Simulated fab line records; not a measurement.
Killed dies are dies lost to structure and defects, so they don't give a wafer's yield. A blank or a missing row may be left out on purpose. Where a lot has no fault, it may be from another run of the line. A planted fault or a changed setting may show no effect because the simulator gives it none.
The tool behind it: which one? || flow sky130 || 14 lots, 42 wafers sampled, at 4 steps of a route of 708

WHAT THE GAUGES SHOWED, per wafer
SKY_SONOS_ONO_THK_MEAS_01. Usual: SONOS_ONO_OXIDATION_THK gives 2.60 nm (standard deviation 0.057).
{"lot": "L970", "measured": "day 11 12:01", "on": "filmMetro-04", "SONOS_ONO_OXIDATION_THK (nm)": "2.58 2.61 2.64", "flag": ""}
{"lot": "L972", "measured": "day 12 02:37", "on": "filmMetro-03", "SONOS_ONO_OXIDATION_THK (nm)": "2.61 2.61 2.64", "flag": ""}
{"lot": "L975", "measured": "day 13 06:33", "on": "filmMetro-02", "SONOS_ONO_OXIDATION_THK (nm)": "2.65 2.66 2.57", "flag": ""}
{"lot": "L976", "measured": "day 13 06:33", "on": "filmMetro-03", "SONOS_ONO_OXIDATION_THK (nm)": "2.55 2.65 2.55", "flag": ""}
{"lot": "L978", "measured": "day 14 05:14", "on": "filmMetro-02", "SONOS_ONO_OXIDATION_THK (nm)": "2.65 2.55 2.57", "flag": ""}
{"lot": "L979", "measured": "day 14 10:13", "on": "filmMetro-04", "SONOS_ONO_OXIDATION_THK (nm)": "2.71 2.63 2.63", "flag": ""}
{"lot": "L980", "measured": "day 14 16:50", "on": "filmMetro-02", "SONOS_ONO_OXIDATION_THK (nm)": "2.61 2.56 2.60", "flag": ""}
{"lot": "L981", "measured": "day 17 06:42", "on": "filmMetro-04", "SONOS_ONO_OXIDATION_THK (nm)": "2.68 2.58 2.59", "flag": ""}
{"lot": "L982", "measured": "day 17 10:43", "on": "filmMetro-03", "SONOS_ONO_OXIDATION_THK (nm)": "2.66 2.63 2.66", "flag": ""}
{"lot": "L984", "measured": "day 17 10:44", "on": "filmMetro-02", "SONOS_ONO_OXIDATION_THK (nm)": "2.58 2.57 2.56", "flag": ""}
{"lot": "L983", "measured": "day 17 13:14", "on": "filmMetro-04", "SONOS_ONO_OXIDATION_THK (nm)": "2.60 2.63 2.72", "flag": ""}
{"lot": "L986", "measured": "day 17 13:14", "on": "filmMetro-02", "SONOS_ONO_OXIDATION_THK (nm)": "2.63 2.65 2.68", "flag": ""}
{"lot": "L990", "measured": "day 18 09:43", "on": "filmMetro-02", "SONOS_ONO_OXIDATION_THK (nm)": "2.59 2.52 2.66", "flag": ""}
{"lot": "L992", "measured": "day 19 05:07", "on": "filmMetro-02", "SONOS_ONO_OXIDATION_THK (nm)": "2.63 2.68 2.66", "flag": ""}

SKY_GATE_OXIDE_TW_MEAS_14. Usual: GATE_OXIDE_TW gives 227.1 (standard deviation 2.9).
{"lot": "L970", "measured": "day 13 20:18", "on": "filmMetro-04", "GATE_OXIDE_TW": "231.4 232.1 230.3", "flag": ""}
{"lot": "L972", "measured": "day 14 09:17", "on": "filmMetro-01", "GATE_OXIDE_TW": "225.5 224.5 224.7", "flag": ""}
{"lot": "L975", "measured": "day 15 16:35", "on": "filmMetro-04", "GATE_OXIDE_TW": "229.1 228.7 230.5", "flag": ""}
{"lot": "L976", "measured": "day 15 17:20", "on": "filmMetro-02", "GATE_OXIDE_TW": "223.3 223.0 224.3", "flag": ""}
{"lot": "L978", "measured": "day 16 19:07", "on": "filmMetro-01", "GATE_OXIDE_TW": "224.4 224.2 222.9", "flag": ""}
{"lot": "L979", "measured": "day 17 03:41", "on": "filmMetro-04", "GATE_OXIDE_TW": "229.6 229.6 231.0", "flag": ""}
{"lot": "L980", "measured": "day 17 11:50", "on": "filmMetro-04", "GATE_OXIDE_TW": "230.7 231.0 230.5", "flag": ""}
{"lot": "L981", "measured": "day 20 02:11", "on": "filmMetro-01", "GATE_OXIDE_TW": "229.0 227.9 227.8", "flag": ""}
{"lot": "L982", "measured": "day 20 04:58", "on": "filmMetro-01", "GATE_OXIDE_TW": "228.9 228.2 227.5", "flag": ""}
{"lot": "L984", "measured": "day 20 06:54", "on": "filmMetro-04", "GATE_OXIDE_TW": "229.9 230.1 229.5", "flag": ""}
{"lot": "L983", "measured": "day 20 09:07", "on": "filmMetro-02", "GATE_OXIDE_TW": "224.6 225.6 225.5", "flag": ""}
{"lot": "L986", "measured": "day 20 09:20", "on": "filmMetro-02", "GATE_OXIDE_TW": "225.0 226.3 224.9", "flag": ""}
{"lot": "L990", "measured": "day 21 04:38", "on": "filmMetro-01", "GATE_OXIDE_TW": "226.3 228.1 225.9", "flag": ""}
{"lot": "L992", "measured": "day 22 02:19", "on": "filmMetro-02", "GATE_OXIDE_TW": "225.9 226.3 224.7", "flag": ""}

SKY_RES_PROTECT_TW_MEAS_08. Usual: POLY_GATE_TW gives 4050 (standard deviation 37).
{"lot": "L970", "measured": "day 15 00:52", "on": "filmMetro-03", "POLY_GATE_TW": "3995 4004 4004", "flag": ""}
{"lot": "L972", "measured": "day 15 16:54", "on": "filmMetro-01", "POLY_GATE_TW": "4092 4101 4077", "flag": ""}
{"lot": "L975", "measured": "day 17 00:39", "on": "filmMetro-01", "POLY_GATE_TW": "4105 4110 4109", "flag": ""}
{"lot": "L976", "measured": "day 17 00:21", "on": "filmMetro-02", "POLY_GATE_TW": "4045 4038 4032", "flag": ""}
{"lot": "L978", "measured": "day 18 02:34", "on": "filmMetro-03", "POLY_GATE_TW": "4023 4005 4000", "flag": ""}
{"lot": "L979", "measured": "day 18 12:51", "on": "filmMetro-02", "POLY_GATE_TW": "4047 4053 4037", "flag": ""}
{"lot": "L980", "measured": "day 18 22:15", "on": "filmMetro-01", "POLY_GATE_TW": "4090 4082 4081", "flag": ""}
{"lot": "L982", "measured": "day 21 14:54", "on": "filmMetro-02", "POLY_GATE_TW": "4056 4057 4056", "flag": ""}
{"lot": "L984", "measured": "day 21 18:52", "on": "filmMetro-02", "POLY_GATE_TW": "4038 4055 4038", "flag": ""}
{"lot": "L983", "measured": "day 21 18:33", "on": "filmMetro-01", "POLY_GATE_TW": "4085 4118 4108", "flag": ""}
{"lot": "L990", "measured": "day 22 14:38", "on": "filmMetro-02", "POLY_GATE_TW": "4058 4052 4026", "flag": ""}
{"lot": "L992", "measured": "day 23 11:47", "on": "filmMetro-03", "POLY_GATE_TW": "4030 4013 4001", "flag": ""}

WHAT TOOL EACH LOT RAN ON (gives the tool, then ch and the chambers of the sampled wafers, and finally the start)
{"lot": "L970", "SKY_GATE_OXIDE_WET_ETCH_12": "wetBench-01 ch 0, day 13 20:05"}
{"lot": "L972", "SKY_GATE_OXIDE_WET_ETCH_12": "wetBench-01 ch 0, day 14 09:05"}
{"lot": "L975", "SKY_GATE_OXIDE_WET_ETCH_12": "wetBench-01 ch 1, day 15 16:23"}
{"lot": "L976", "SKY_GATE_OXIDE_WET_ETCH_12": "wetBench-04 ch 1, day 15 17:08"}
{"lot": "L978", "SKY_GATE_OXIDE_WET_ETCH_12": "wetBench-01 ch 2, day 16 18:47"}
{"lot": "L979", "SKY_GATE_OXIDE_WET_ETCH_12": "wetBench-04 ch 1, day 17 03:29"}
{"lot": "L980", "SKY_GATE_OXIDE_WET_ETCH_12": "wetBench-04 ch 3, day 17 11:38"}
{"lot": "L981", "SKY_GATE_OXIDE_WET_ETCH_12": "wetBench-04 ch 2, day 20 01:53"}
{"lot": "L982", "SKY_GATE_OXIDE_WET_ETCH_12": "wetBench-01 ch 1, day 20 04:46"}
{"lot": "L984", "SKY_GATE_OXIDE_WET_ETCH_12": "wetBench-03 ch 1, day 20 06:41"}
{"lot": "L983", "SKY_GATE_OXIDE_WET_ETCH_12": "wetBench-01 ch 1, day 20 08:55"}
{"lot": "L986", "SKY_GATE_OXIDE_WET_ETCH_12": "wetBench-04 ch 3, day 20 09:07"}
{"lot": "L990", "SKY_GATE_OXIDE_WET_ETCH_12": "wetBench-01 ch 0, day 21 04:26"}
{"lot": "L992", "SKY_GATE_OXIDE_WET_ETCH_12": "wetBench-01 ch 0, day 22 02:04"}
- SKY_GATE_OXIDE_WET_ETCH_12: etches SiO2 in dHF, target depth 16.8 nm, time 336 s.

AS READ BY THE TOOLS THEMSELVES (means over the sampled wafers that have a number; for cases with no such wafer, the mark the record gives instead)
SKY_GATE_OXIDE_WET_ETCH_12. Usual: runLengthS at 364 s, with a standard deviation of 3.
{"lot": "L970", "tool": "wetBench-01", "runLengthS (s)": 363, "flag": ""}
{"lot": "L972", "tool": "wetBench-01", "runLengthS (s)": 363, "flag": ""}
{"lot": "L975", "tool": "wetBench-01", "runLengthS (s)": 362, "flag": ""}
{"lot": "L976", "tool": "wetBench-04", "runLengthS (s)": 361, "flag": ""}
{"lot": "L978", "tool": "wetBench-01", "runLengthS (s)": 368, "flag": ""}
{"lot": "L979", "tool": "wetBench-04", "runLengthS (s)": 361, "flag": ""}
{"lot": "L980", "tool": "wetBench-04", "runLengthS (s)": 361, "flag": ""}
{"lot": "L981", "tool": "wetBench-04", "runLengthS (s)": 186, "flag": "OFF"}
{"lot": "L982", "tool": "wetBench-01", "runLengthS (s)": 361, "flag": ""}
{"lot": "L984", "tool": "wetBench-03", "runLengthS (s)": 363, "flag": ""}
{"lot": "L983", "tool": "wetBench-01", "runLengthS (s)": 362, "flag": ""}
{"lot": "L986", "tool": "wetBench-04", "runLengthS (s)": 186, "flag": "OFF"}
{"lot": "L990", "tool": "wetBench-01", "runLengthS (s)": 363, "flag": ""}
{"lot": "L992", "tool": "wetBench-01", "runLengthS (s)": 364, "flag": ""}

THE ANSWER, worked out from the rows above alone
Rule: a lot is off if the mean of its wafers that have a number lies more than 3 standard deviations from the usual mean. Also off: a lot with no number at a reading for which 4 or more lots have one. All remaining lots with rows at the step are treated as sound. After the gauges, taken in route order, come the tools' own readings; for these a lot's mean is taken, as printed above. The first step at which some lot is off is used, and at that step the reading that is off furthest; a lot without a number counts as furthest.
Off: L981, L986 (SKY_GATE_OXIDE_WET_ETCH_12, runLengthS).
A tool fits if, at that step or a process step before it, it ran every lot that is off, and no sound lot after the first of them. One fits: SKY_GATE_OXIDE_WET_ETCH_12 on wetBench-04. Its last sound lot is L980 (day 17 11:38), its first lot that is off L981 (day 20 01:53): a fault that began between those two fits.
The tool's own readings at SKY_GATE_OXIDE_WET_ETCH_12 bear it out: on the lots that are off they differ by more than 5 times the standard deviation of the sound lots' means. runLengthS reads 186 s there against 363 s on the sound lots.

WHAT HAD BEEN PUT IN BY THE SIMULATOR
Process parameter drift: wetBench-04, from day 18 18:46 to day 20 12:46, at SKY_GATE_OXIDE_WET_ETCH_12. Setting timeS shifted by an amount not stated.
Shown lots that were struck: L981, L986. The rule given above showed the same thing.
